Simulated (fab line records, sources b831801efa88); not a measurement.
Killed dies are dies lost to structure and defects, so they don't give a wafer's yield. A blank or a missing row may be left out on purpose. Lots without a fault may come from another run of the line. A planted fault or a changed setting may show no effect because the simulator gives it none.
Which tool did it? | flow sky130 | 11 lots, 33 wafers sampled, at 4 steps of a route of 708

WHAT THE GAUGES READ, wafer by wafer
SKY_CAP2M_THK_MEAS_01. Usual: CAP2M_CVD_00_THK 15.44 nm, standard deviation 0.25.
lot  | measured     | on            | CAP2M_CVD_00_THK (nm) | flag
L129 | day 40 14:54 | film_metro-04 | 15.26 15.43 15.59     |
L131 | day 40 16:38 | film_metro-04 | 15.52 15.55 15.88     |
L132 | day 41 02:59 | film_metro-01 | 15.12 15.27 15.54     |
L133 | day 41 04:10 | film_metro-01 | 15.38 15.29 15.83     |
L134 | day 41 10:49 | film_metro-02 | 15.50 15.87 15.79     |
L135 | day 41 14:03 | film_metro-02 | 15.30 15.01 15.37     |
L136 | day 42 03:35 | film_metro-04 | 14.98 15.15 15.44     |
L142 | day 44 20:35 | film_metro-02 | 15.15 15.39 15.51     |
L146 | day 45 00:15 | film_metro-04 | 15.93 15.75 15.86     |
L143 | day 45 01:35 | film_metro-04 | 15.21 15.13 15.39     |
L148 | day 45 09:37 | film_metro-01 | 15.32 15.80 15.87     |

SKY_METAL4_CD_MEAS_13: target cd 300 nm. Usual: cd_nm 300.0 nm, standard deviation 1.3.
lot  | measured     | on        | cd_nm (nm)        | flag
L129 | day 42 13:57 | cd_sem-01 | 297.9 297.9 298.7 |
L131 | day 42 16:12 | cd_sem-02 | 300.0 300.4 299.3 |
L132 | day 43 02:48 | cd_sem-01 | 299.7 299.1 299.3 |
L133 | day 43 03:45 | cd_sem-01 | 306.0 305.8 305.9 | OFF
L134 | day 43 09:01 | cd_sem-01 | 297.9 299.4 298.6 |
L135 | day 43 12:48 | cd_sem-01 | 301.7 301.1 301.5 |
L136 | day 44 02:26 | cd_sem-01 | 299.7 301.1 300.3 |
L142 | day 46 15:20 | cd_sem-02 | 303.7 304.8 304.7 | OFF
L146 | day 46 19:18 | cd_sem-02 | 302.0 303.0 302.5 |
L143 | day 46 20:37 | cd_sem-01 | 299.8 301.0 301.2 |
L148 | day 47 04:20 | cd_sem-02 | 300.3 299.2 298.1 |

WHICH TOOL RAN EACH LOT (tool, then ch and the chambers of the sampled wafers, then the start)
lot  | SKY_CAP2M_CVD_00                | SKY_METAL4_EXPOSE_10
L129 | pecvd-01 ch 1,2, day 40 14:52   | krf_scanner-01 ch 0, day 42 01:58
L131 | pecvd-02 ch 0,2, day 40 16:36   | krf_scanner-01 ch 0, day 42 03:37
L132 | pecvd-04 ch 1,2, day 41 02:56   | krf_scanner-01 ch 0, day 42 15:52
L133 | pecvd-02 ch 0,1,2, day 41 04:08 | krf_scanner-01 ch 0, day 42 17:20
L134 | pecvd-01 ch 0,2, day 41 10:46   | krf_scanner-02 ch 0, day 42 22:09
L135 | pecvd-04 ch 0,2, day 41 14:01   | krf_scanner-02 ch 0, day 43 00:39
L136 | pecvd-04 ch 0,1,2, day 42 03:32 | krf_scanner-02 ch 0, day 43 16:19
L142 | pecvd-04 ch 0,1, day 44 20:31   | krf_scanner-01 ch 0, day 46 03:18
L146 | pecvd-02 ch 0,1,2, day 45 00:13 | krf_scanner-02 ch 0, day 46 08:16
L143 | pecvd-04 ch 0,1,2, day 45 01:33 | krf_scanner-02 ch 0, day 46 09:54
L148 | pecvd-02 ch 0,1, day 45 09:36   | krf_scanner-02 ch 0, day 46 18:47
- SKY_CAP2M_CVD_00: deposits SiO2, target thk 15.5 nm.
- SKY_METAL4_EXPOSE_10: exposes mask MM4, target cd 300 nm.

WHAT THE TOOLS THEMSELVES READ (means of the sampled wafers that have a number; where no wafer has one, the mark that the record gives instead)
SKY_CAP2M_CVD_00. Usual: heater_power_w 719 W, standard deviation 89; rf_fwd_power_W 440.3 W, standard deviation 2.4; susceptor_temp_C 399.97 C, standard deviation 0.26.
lot  | tool     | heater_power_w (W) | rf_fwd_power_W (W) | susceptor_temp_C (C) | flag
L129 | pecvd-01 | 765                | 441.7              | 400.23               |
L131 | pecvd-02 | 667                | 440.0              | 399.88               |
L132 | pecvd-04 | 693                | 442.7              | 399.88               |
L133 | pecvd-02 | 670                | 439.6              | 400.23               |
L134 | pecvd-01 | 732                | 440.0              | 400.10               |
L135 | pecvd-04 | 677                | 441.3              | 399.80               |
L136 | pecvd-04 | 710                | 442.5              | 400.09               |
L142 | pecvd-04 | 797                | 438.2              | 400.06               |
L146 | pecvd-02 | 665                | 439.2              | 400.07               |
L143 | pecvd-04 | 754                | 439.9              | 400.30               |
L148 | pecvd-02 | 674                | 440.1              | 399.66               |

SKY_METAL4_EXPOSE_10. Usual: exposure_dose_mJ_cm2 28.025, standard deviation 0.025.
lot  | tool           | exposure_dose_mJ_cm2 | flag
L129 | krf_scanner-01 | 28.016               |
L131 | krf_scanner-01 | 28.007               |
L132 | krf_scanner-01 | 28.009               |
L133 | krf_scanner-01 | 27.366               | OFF
L134 | krf_scanner-02 | 28.024               |
L135 | krf_scanner-02 | 28.017               |
L136 | krf_scanner-02 | 28.016               |
L142 | krf_scanner-01 | 27.485               | OFF
L146 | krf_scanner-02 | 28.028               |
L143 | krf_scanner-02 | 28.019               |
L148 | krf_scanner-02 | 28.038               |

THE ANSWER, worked out from the rows above alone
Rule: a lot is off if the mean of its wafers that have a number lies more than 3 standard deviations from the usual mean. A lot without any number at a reading at which 4 lots or more have one is off too. The other lots that the step has rows for count as sound. The gauges are gone through in route order, then the tools' own readings, and for those a lot's mean is taken as printed above. The first step at which some lot is off is used, and at that step the reading that is off furthest; a lot without a number counts as furthest.
Off: L133, L142, at SKY_METAL4_CD_MEAS_13 (cd_nm).
A tool fits if, at a process step before that reading, it ran every lot that is off, and no sound lot after the first of them. The gauges at SKY_METAL4_CD_MEAS_13 aren't tried: what is off there is off at SKY_METAL4_EXPOSE_10 too, on other tools, and a gauge's error can't cause that. One fits: krf_scanner-01 at SKY_METAL4_EXPOSE_10. Its last sound lot is L132 (day 42 15:52), its first lot that is off L133 (day 42 17:20): a fault that began between those two fits.
The tool's own readings at SKY_METAL4_EXPOSE_10 bear it out: on the lots that are off they differ by more than 5 times the standard deviation of the sound lots' means. exposure_dose_mJ_cm2 reads 27.425 there against 28.019 on the sound lots.

WHAT THE SIMULATOR HAD PUT IN
Process parameter drift: krf_scanner-01, from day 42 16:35 on, at SKY_METAL4_EXPOSE_10. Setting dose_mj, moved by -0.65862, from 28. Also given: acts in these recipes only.
Lots struck among those shown: L133, L142. The rule above found the same.
